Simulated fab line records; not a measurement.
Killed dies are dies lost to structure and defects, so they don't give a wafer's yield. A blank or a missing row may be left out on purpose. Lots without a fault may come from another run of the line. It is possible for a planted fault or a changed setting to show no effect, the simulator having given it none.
Split-lot experiment / flow sky130 / 23 wafers read from 5 lots, route of 708 steps

THE SPLIT
At SKY_VIA2_CVD_21 (deposits W, target thk 420 nm, time 126.4 s), the setting temp c was moved away from the recipe's 400 C on 9 of the 23 wafers read, by -2.7% to +2.2%. For the rest of the wafers, this setting stayed at what the recipe calls for.

SPLIT TO READING: what lies between them in the file, 1 step
- SKY_VIA2_RS_MEAS_22: measures by four-point-probe

THE READING
VIA2_W_THK, in nm, at SKY_VIA2_THK_MEAS_23 (measures by xrf). Fault-free wafers of this fab line usually give 410 nm, standard deviation 7 nm.

wafer=L077.2; tool, chamber at the split=cvd w-02, 1; temp c as run, C=400; against the recipe=recipe; VIA2_W_THK, nm=404; against lot-mates on the recipe=-
wafer=L077.3; tool, chamber at the split=cvd w-02, 1; temp c as run, C=400; against the recipe=recipe; VIA2_W_THK, nm=401; against lot-mates on the recipe=-
wafer=L077.5; tool, chamber at the split=cvd w-02, 0; temp c as run, C=400; against the recipe=recipe; VIA2_W_THK, nm=406; against lot-mates on the recipe=-
wafer=L080.1; tool, chamber at the split=cvd w-02, 1; temp c as run, C=400; against the recipe=recipe; VIA2_W_THK, nm=403; against lot-mates on the recipe=-
wafer=L080.2; tool, chamber at the split=cvd w-02, 0; temp c as run, C=395.4; against the recipe=-1.2%; VIA2_W_THK, nm=372; against lot-mates on the recipe=-33
wafer=L080.3; tool, chamber at the split=cvd w-02, 1; temp c as run, C=400; against the recipe=recipe; VIA2_W_THK, nm=409; against lot-mates on the recipe=-
wafer=L080.5; tool, chamber at the split=cvd w-02, 1; temp c as run, C=395.4; against the recipe=-1.2%; VIA2_W_THK, nm=377; against lot-mates on the recipe=-28
wafer=L080.6; tool, chamber at the split=cvd w-02, 0; temp c as run, C=400; against the recipe=recipe; VIA2_W_THK, nm=402; against lot-mates on the recipe=-
wafer=L081.1; tool, chamber at the split=cvd w-02, 0; temp c as run, C=400; against the recipe=recipe; VIA2_W_THK, nm=405; against lot-mates on the recipe=-
wafer=L081.2; tool, chamber at the split=cvd w-02, 1; temp c as run, C=400; against the recipe=recipe; VIA2_W_THK, nm=411; against lot-mates on the recipe=-
wafer=L081.3; tool, chamber at the split=cvd w-02, 1; temp c as run, C=392.9; against the recipe=-1.8%; VIA2_W_THK, nm=358; against lot-mates on the recipe=-48
wafer=L081.4; tool, chamber at the split=cvd w-02, 0; temp c as run, C=400; against the recipe=recipe; VIA2_W_THK, nm=403; against lot-mates on the recipe=-
wafer=L081.5; tool, chamber at the split=cvd w-02, 0; temp c as run, C=392.9; against the recipe=-1.8%; VIA2_W_THK, nm=351; against lot-mates on the recipe=-55
wafer=L082.2; tool, chamber at the split=cvd w-02, 0; temp c as run, C=400; against the recipe=recipe; VIA2_W_THK, nm=415; against lot-mates on the recipe=-
wafer=L082.3; tool, chamber at the split=cvd w-02, 1; temp c as run, C=400; against the recipe=recipe; VIA2_W_THK, nm=418; against lot-mates on the recipe=-
wafer=L082.4; tool, chamber at the split=cvd w-02, 0; temp c as run, C=408.9; against the recipe=+2.2%; VIA2_W_THK, nm=484; against lot-mates on the recipe=+67
wafer=L082.5; tool, chamber at the split=cvd w-02, 0; temp c as run, C=400; against the recipe=recipe; VIA2_W_THK, nm=419; against lot-mates on the recipe=-
wafer=L082.6; tool, chamber at the split=cvd w-02, 1; temp c as run, C=408.9; against the recipe=+2.2%; VIA2_W_THK, nm=492; against lot-mates on the recipe=+75
wafer=L084.1; tool, chamber at the split=cvd w-02, 0; temp c as run, C=400; against the recipe=recipe; VIA2_W_THK, nm=411; against lot-mates on the recipe=-
wafer=L084.2; tool, chamber at the split=cvd w-02, 1; temp c as run, C=389.2; against the recipe=-2.7%; VIA2_W_THK, nm=341; against lot-mates on the recipe=-70
wafer=L084.4; tool, chamber at the split=cvd w-02, 0; temp c as run, C=400; against the recipe=recipe; VIA2_W_THK, nm=410; against lot-mates on the recipe=-
wafer=L084.5; tool, chamber at the split=cvd w-02, 1; temp c as run, C=389.2; against the recipe=-2.7%; VIA2_W_THK, nm=342; against lot-mates on the recipe=-68
wafer=L084.6; tool, chamber at the split=cvd w-02, 0; temp c as run, C=389.2; against the recipe=-2.7%; VIA2_W_THK, nm=335; against lot-mates on the recipe=-76

THE FIT
A straight line over all 23 wafers: VIA2_W_THK changes by +29.6 nm for each +1% of temp c; r = +0.98; the points scatter about the line by 7.4 nm.
The same after taking each lot's own level away (the mean of its wafers on the recipe; 23 wafers): +28.4 nm for each +1%; r = +0.99; scatter 4.1 nm.
Per that fit: largest temp c move, reading shift of 77 nm.
From 403.7 to 417.3 nm: that is the span of the lots' own levels, equal to 2.0 times the standard deviation above.
Hence the lot-to-lot level has little effect on the slope; both slopes agree.
Check: for one of the wafers moved furthest among these (-2.7%), held out of the fit, the line's prediction against its lot-mates is -76.7 nm. It came out at -69.5 nm against them.

OTHER SPLITS APPLIED TO THESE WAFERS
Before the reading, these wafers also passed through other splits. Each is held against what the fit with the lots' levels taken away leaves over:
other split on the same wafers=SKY_METAL2_EXPOSE_12 dose mj; wafers away from the commonest value=7; r with VIA2_W_THK (lot level and that fit taken away)=-0.12
other split on the same wafers=SKY_VIA2_COAT_06 resist thk nm; wafers away from the commonest value=10; r with VIA2_W_THK (lot level and that fit taken away)=-0.14
other split on the same wafers=SKY_VIA2_ETCH_14 ion energy ev; wafers away from the commonest value=7; r with VIA2_W_THK (lot level and that fit taken away)=+0.38

THE WHOLE CHAIN: every reading that the file lists as answering this split, in the file's order
step=SKY_VIA2_CVD_21; what it does=deposits W, target thk 420 nm, time 126.4 s; reading=W_of_VIA2_CVD_21.thk nm (the simulator's own value, which no gauge read); change (the file's fit)=+29.5 nm for each +1% of the setting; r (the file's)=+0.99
step=SKY_VIA2_RS_MEAS_22; what it does=measures by four-point-probe; reading=VIA2_W_RS; change (the file's fit)=-0.0208 for each +1% of the setting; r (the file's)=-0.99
step=SKY_VIA2_THK_MEAS_23; what it does=measures by xrf; reading=VIA2_W_THK; change (the file's fit)=+28.5 for each +1% of the setting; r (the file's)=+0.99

FILE'S OWN FIT
VIA2_W_THK changes by +28.5 nm for each +1% of temp c, r = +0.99.
